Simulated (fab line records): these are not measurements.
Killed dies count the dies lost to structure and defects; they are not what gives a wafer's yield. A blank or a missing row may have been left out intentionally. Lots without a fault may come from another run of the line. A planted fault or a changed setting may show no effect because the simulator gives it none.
Which tool is to blame? / flow gf180mcu / 6 lots with 18 wafers sampled at 2 steps, on a route of 602 steps

WHAT EACH GAUGE READ, for each wafer
GF_V3_THK_MEAS_03.
lot=L573; measured=day 22 21:07; on=film-metro-02; V3_CVD_02_THK (nm)=846 866 852
lot=L576; measured=day 24 00:08; on=film-metro-03; V3_CVD_02_THK (nm)=848 849 857
lot=L577; measured=day 24 06:17; on=film-metro-02; V3_CVD_02_THK (nm)=863 863 846
lot=L581; measured=day 25 14:03; on=film-metro-04; V3_CVD_02_THK (nm)=851 875 858
lot=L592; measured=day 28 14:18; on=film-metro-04; V3_CVD_02_THK (nm)=839 850 855
lot=L594; measured=day 28 21:56; on=film-metro-02; V3_CVD_02_THK (nm)=842 845 860

WHAT TOOL EACH LOT RAN ON (gives the tool, then ch and the chambers of the sampled wafers, and finally the start)
lot=L573; GF_M3_SPUTTER_03=pvd-sputter-03, day 21 20:09
lot=L576; GF_M3_SPUTTER_03=pvd-sputter-01, day 23 00:38
lot=L577; GF_M3_SPUTTER_03=pvd-sputter-01, day 23 07:14
lot=L581; GF_M3_SPUTTER_03=pvd-sputter-01, day 24 15:22
lot=L592; GF_M3_SPUTTER_03=pvd-sputter-01, day 27 17:54
lot=L594; GF_M3_SPUTTER_03=pvd-sputter-03, day 28 01:28
- GF_M3_SPUTTER_03: material Ti, target thk 10 nm, time 6.7 s.

THE ANSWER, worked out from the rows above alone
Rule: what is usual is taken from the lots themselves. Put in order of their means at a reading, lots are off if they are a third of the lots or fewer, leave a main group of 4 or more, and stand apart from it by a gap of 3 or more times the standard deviation of the main group's means; of several such gaps the widest counts. A main group is skipped when, at the precision printed for the reading in the tables above, its means are all equal. A lot without any number at a reading at which 4 lots or more have one is off too. The other lots that the step has rows for count as sound.
No lot is off at any reading shown: from this, nothing can be told.

WHAT WAS PUT IN BY THE SIMULATOR
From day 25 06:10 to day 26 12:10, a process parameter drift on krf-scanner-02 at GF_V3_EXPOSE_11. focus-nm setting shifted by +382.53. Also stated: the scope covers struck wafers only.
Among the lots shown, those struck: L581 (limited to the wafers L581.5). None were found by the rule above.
